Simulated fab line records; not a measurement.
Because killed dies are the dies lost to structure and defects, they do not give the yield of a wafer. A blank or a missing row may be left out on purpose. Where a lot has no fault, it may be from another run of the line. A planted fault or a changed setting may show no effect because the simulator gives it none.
Chamber matching || flow sky130 || SKY_VIA1_CMP_24 on cmp-01 has 4 sister chambers
The step polishes, stops on SiO2, t overpolish 15 s, target thk 0 nm. 24 wafers are shown with their chamber, then 12 later ones without.

== WAFERS PAIRED WITH THEIR CHAMBERS ==
{"wafer": "L079.2", "chamber": 3, "motor_current_A (A)": 12.2, "time_to_endpoint_s (s)": 67, "retaining_ring_pressure_frac": 1.000}
{"wafer": "L079.3", "chamber": 1, "motor_current_A (A)": 11.7, "time_to_endpoint_s (s)": 65, "retaining_ring_pressure_frac": 0.996}
{"wafer": "L079.4", "chamber": 0, "motor_current_A (A)": 10.7, "time_to_endpoint_s (s)": 63, "retaining_ring_pressure_frac": 1.005}
{"wafer": "L081.1", "chamber": 2, "motor_current_A (A)": 11.5, "time_to_endpoint_s (s)": 65, "retaining_ring_pressure_frac": 0.997}
{"wafer": "L081.2", "chamber": 1, "motor_current_A (A)": 11.9, "time_to_endpoint_s (s)": 61, "retaining_ring_pressure_frac": 1.014}
{"wafer": "L081.6", "chamber": 3, "motor_current_A (A)": 12.4, "time_to_endpoint_s (s)": 65, "retaining_ring_pressure_frac": 1.003}
{"wafer": "L083.2", "chamber": 0, "motor_current_A (A)": 11.4, "time_to_endpoint_s (s)": 63, "retaining_ring_pressure_frac": 1.004}
{"wafer": "L083.4", "chamber": 3, "motor_current_A (A)": 11.4, "time_to_endpoint_s (s)": 64, "retaining_ring_pressure_frac": 1.008}
{"wafer": "L083.6", "chamber": 3, "motor_current_A (A)": 12.1, "time_to_endpoint_s (s)": 66, "retaining_ring_pressure_frac": 1.010}
{"wafer": "L084.2", "chamber": 0, "motor_current_A (A)": 10.6, "time_to_endpoint_s (s)": 64, "retaining_ring_pressure_frac": 1.000}
{"wafer": "L084.4", "chamber": 3, "motor_current_A (A)": 11.6, "time_to_endpoint_s (s)": 70, "retaining_ring_pressure_frac": 0.997}
{"wafer": "L084.6", "chamber": 2, "motor_current_A (A)": 12.0, "time_to_endpoint_s (s)": 66, "retaining_ring_pressure_frac": 0.996}
{"wafer": "L085.1", "chamber": 2, "motor_current_A (A)": 12.1, "time_to_endpoint_s (s)": 68, "retaining_ring_pressure_frac": 0.998}
{"wafer": "L085.4", "chamber": 1, "motor_current_A (A)": 11.7, "time_to_endpoint_s (s)": 67, "retaining_ring_pressure_frac": 0.998}
{"wafer": "L085.5", "chamber": 3, "motor_current_A (A)": 12.1, "time_to_endpoint_s (s)": 70, "retaining_ring_pressure_frac": 1.001}
{"wafer": "L087.3", "chamber": 0, "motor_current_A (A)": 11.1, "time_to_endpoint_s (s)": 68, "retaining_ring_pressure_frac": 0.999}
{"wafer": "L087.4", "chamber": 2, "motor_current_A (A)": 12.0, "time_to_endpoint_s (s)": 67, "retaining_ring_pressure_frac": 0.992}
{"wafer": "L087.6", "chamber": 0, "motor_current_A (A)": 11.6, "time_to_endpoint_s (s)": 67, "retaining_ring_pressure_frac": 1.010}
{"wafer": "L090.2", "chamber": 3, "motor_current_A (A)": 12.2, "time_to_endpoint_s (s)": 68, "retaining_ring_pressure_frac": 1.002}
{"wafer": "L090.5", "chamber": 1, "motor_current_A (A)": 12.2, "time_to_endpoint_s (s)": 66, "retaining_ring_pressure_frac": 1.000}
{"wafer": "L090.6", "chamber": 2, "motor_current_A (A)": 11.7, "time_to_endpoint_s (s)": 64, "retaining_ring_pressure_frac": 1.001}
{"wafer": "L092.1", "chamber": 2, "motor_current_A (A)": 11.8, "time_to_endpoint_s (s)": 65, "retaining_ring_pressure_frac": 1.012}
{"wafer": "L092.3", "chamber": 3, "motor_current_A (A)": 11.8, "time_to_endpoint_s (s)": 68, "retaining_ring_pressure_frac": 1.008}
{"wafer": "L092.4", "chamber": 0, "motor_current_A (A)": 10.7, "time_to_endpoint_s (s)": 66, "retaining_ring_pressure_frac": 1.007}

SIGNATURES (means of the wafers above)
{"reading": "motor_current_A", "chamber 0": 11.017, "chamber 1": 11.875, "chamber 2": 11.850, "chamber 3": 11.975, "scatter within a chamber": 0.324}
{"reading": "time_to_endpoint_s", "chamber 0": 65.17, "chamber 1": 64.75, "chamber 2": 65.83, "chamber 3": 67.25, "scatter within a chamber": 2.1}
{"reading": "retaining_ring_pressure_frac", "chamber 0": 1.00417, "chamber 1": 1.00200, "chamber 2": 0.99933, "chamber 3": 1.00362, "scatter within a chamber": 0.00578}
Rule: distance of a wafer from a chamber = root of the sum over the readings of ((wafer's reading minus chamber's mean) / reading's scatter) squared. The wafer belongs to the nearest chamber; if the next one is less than 2 further off, it can't be placed. The scatter: the root of (the sum of the squares of (reading less its chamber's mean) over the shown wafers, divided by (wafers less chambers)).

== WAFERS MISSING THEIR CHAMBER ==
{"wafer": "L094.2", "motor_current_A (A)": 12.3, "time_to_endpoint_s (s)": 67, "retaining_ring_pressure_frac": 1.007}
{"wafer": "L094.4", "motor_current_A (A)": 11.4, "time_to_endpoint_s (s)": 61, "retaining_ring_pressure_frac": 0.995}
{"wafer": "L094.6", "motor_current_A (A)": 11.5, "time_to_endpoint_s (s)": 60, "retaining_ring_pressure_frac": 0.999}
{"wafer": "L093.4", "motor_current_A (A)": 10.7, "time_to_endpoint_s (s)": 67, "retaining_ring_pressure_frac": 1.009}
{"wafer": "L093.5", "motor_current_A (A)": 11.7, "time_to_endpoint_s (s)": 67, "retaining_ring_pressure_frac": 1.006}
{"wafer": "L093.6", "motor_current_A (A)": 10.9, "time_to_endpoint_s (s)": 68, "retaining_ring_pressure_frac": 0.998}
{"wafer": "L095.3", "motor_current_A (A)": 11.8, "time_to_endpoint_s (s)": 66, "retaining_ring_pressure_frac": 1.003}
{"wafer": "L095.4", "motor_current_A (A)": 11.9, "time_to_endpoint_s (s)": 64, "retaining_ring_pressure_frac": 1.002}
{"wafer": "L095.5", "motor_current_A (A)": 11.3, "time_to_endpoint_s (s)": 63, "retaining_ring_pressure_frac": 1.007}
{"wafer": "L097.3", "motor_current_A (A)": 11.3, "time_to_endpoint_s (s)": 64, "retaining_ring_pressure_frac": 1.001}
{"wafer": "L097.4", "motor_current_A (A)": 11.2, "time_to_endpoint_s (s)": 60, "retaining_ring_pressure_frac": 1.006}
{"wafer": "L097.5", "motor_current_A (A)": 11.6, "time_to_endpoint_s (s)": 65, "retaining_ring_pressure_frac": 1.002}

== WHICH CHAMBER EACH ONE RAN IN ==
{"wafer": "L094.2", "from the rows above": "can't be placed: 3 or 1 or 2", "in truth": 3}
{"wafer": "L094.4", "from the rows above": "can't be placed: 1 or 2 or 0 or 3", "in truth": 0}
{"wafer": "L094.6", "from the rows above": "can't be placed: 1 or 2 or 0 or 3", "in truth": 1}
{"wafer": "L093.4", "from the rows above": 0, "in truth": 0}
{"wafer": "L093.5", "from the rows above": "can't be placed: 3 or 2 or 1 or 0", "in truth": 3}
{"wafer": "L093.6", "from the rows above": "can't be placed: 0 or 2 or 1 or 3", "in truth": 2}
{"wafer": "L095.3", "from the rows above": "can't be placed: 2 or 1 or 3 or 0", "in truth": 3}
{"wafer": "L095.4", "from the rows above": "can't be placed: 1 or 2 or 3", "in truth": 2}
{"wafer": "L095.5", "from the rows above": "can't be placed: 0 or 1 or 2 or 3", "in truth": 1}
{"wafer": "L097.3", "from the rows above": "can't be placed: 0 or 1 or 2 or 3", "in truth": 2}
{"wafer": "L097.4", "from the rows above": "can't be placed: 0 or 1 or 2 or 3", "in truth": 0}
{"wafer": "L097.5", "from the rows above": "can't be placed: 1 or 2 or 3 or 0", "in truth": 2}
Placed correctly: 1 of 12. These rows do not allow placing 11 (true chamber among the candidates in 11). 0 placed wrongly.
